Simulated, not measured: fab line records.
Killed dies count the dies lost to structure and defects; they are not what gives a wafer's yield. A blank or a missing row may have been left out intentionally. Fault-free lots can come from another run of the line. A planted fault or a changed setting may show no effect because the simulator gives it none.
One fault seen from 2 desks :: flow gf180mcu :: what lay behind the numbers comes last; until then each desk has only its own

## AT THE METROLOGY DESK
What the gauges read for every lot (on any tool): the sampled wafers with a number, averaged. Any lot whose mean is over 4 standard deviations away from the usual mean is out of limits and marked OUT; that distance is given in the brackets.
Columns: A = LVPWELL_TW at GF_LVPWELL_TW_MEAS_11, usual 557; B = VT_IMPLANT_03_OVL at GF_VT_IMPLANT_OVL_MEAS_40, usual -0.6 nm
lot: L322
first seen here: day 3 21:18
A: 558
B: 0.0

lot: L324
first seen here: day 4 09:17
A: 551
B: -1.8

lot: L325
first seen here: day 4 13:49
A: 557
B: 0.9

lot: L328
first seen here: day 5 08:49
A: 556
B: -2.9

lot: L330
first seen here: day 5 19:10
A: 554
B: -0.7

lot: L331
first seen here: day 6 01:03
A: 555
B: 0.8

lot: L332
first seen here: day 6 05:23
A: 555
B: 0.1

lot: L335
first seen here: day 6 23:40
A: 560
B: -0.1

lot: L337
first seen here: day 7 16:19
A: 565
B: -1.4

lot: L339
first seen here: day 7 22:02
A: 554
B: -0.6

lot: L342
first seen here: day 8 13:43
A: 559
B: -1.7

lot: L344
first seen here: day 8 22:48
A: 555
B: -1.1

lot: L345
first seen here: day 9 07:07
A: 557
B: 0.4
Result from this desk: across the 13 lots, nothing is out of limits.

## THE TOOL OWNER'S DESK: plasma_asher-01
The tool's own readings at GF_DNWELL_STRIP_08 (strips in O2/N2): means of the sampled wafers that have a number, for each lot that ran on this tool. Any lot whose mean is over 4 standard deviations away from the usual mean is out of limits and marked OUT; that distance is given in the brackets.
Columns: A = drypump_motor_current_A at GF_DNWELL_STRIP_08, usual 5.8 A; B = heater_power_w at GF_DNWELL_STRIP_08, usual 317 W; C = oes_product_au at GF_DNWELL_STRIP_08, usual 0.722 a.u.; D = platen_temp_c at GF_DNWELL_STRIP_08, usual 250.03 C; E = strip_time_to_endpoint_s at GF_DNWELL_STRIP_08, usual 36.99 s
lot: L330
first seen here: day 4 14:30
A: 6.1
B: 296
C: 0.722
D: 250.02
E: 36.93

lot: L335
first seen here: day 5 16:01
A: 5.8
B: 311
C: 0.727
D: 250.22
E: 37.10

lot: L337
first seen here: day 6 01:51
A: 5.8
B: 335
C: 0.791 (+15) OUT
D: 257.30 (+38) OUT
E: 32.57 (-48) OUT

lot: L339
first seen here: day 6 13:47
A: 5.8
B: 328
C: 0.794 (+16) OUT
D: 257.71 (+40) OUT
E: 32.58 (-48) OUT
Finding of this desk: L337, L339 out of limits; the first was L337 at day 6 01:51, on oes_product_au at GF_DNWELL_STRIP_08. L330, L335 stayed within limits.

## ALL TOGETHER
The tool owner's desk had the chance to raise an alarm at day 6 01:51 on L337, L339.
Metrology desk: nothing out of limits seen.
The metrology desk has L337, L339 on record, within its limits.
The lots listed all ran GF_DNWELL_STRIP_08 on plasma_asher-01.

## WHAT WAS PUT IN BY THE SIMULATOR
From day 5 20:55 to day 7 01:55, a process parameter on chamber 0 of plasma_asher-01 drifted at GF_DNWELL_STRIP_08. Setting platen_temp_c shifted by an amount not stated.
Shown lots that were struck: L337, L339.
Time in hours from fault onset to the first out-of-limits reading at each desk: the tool owner's desk, 5.
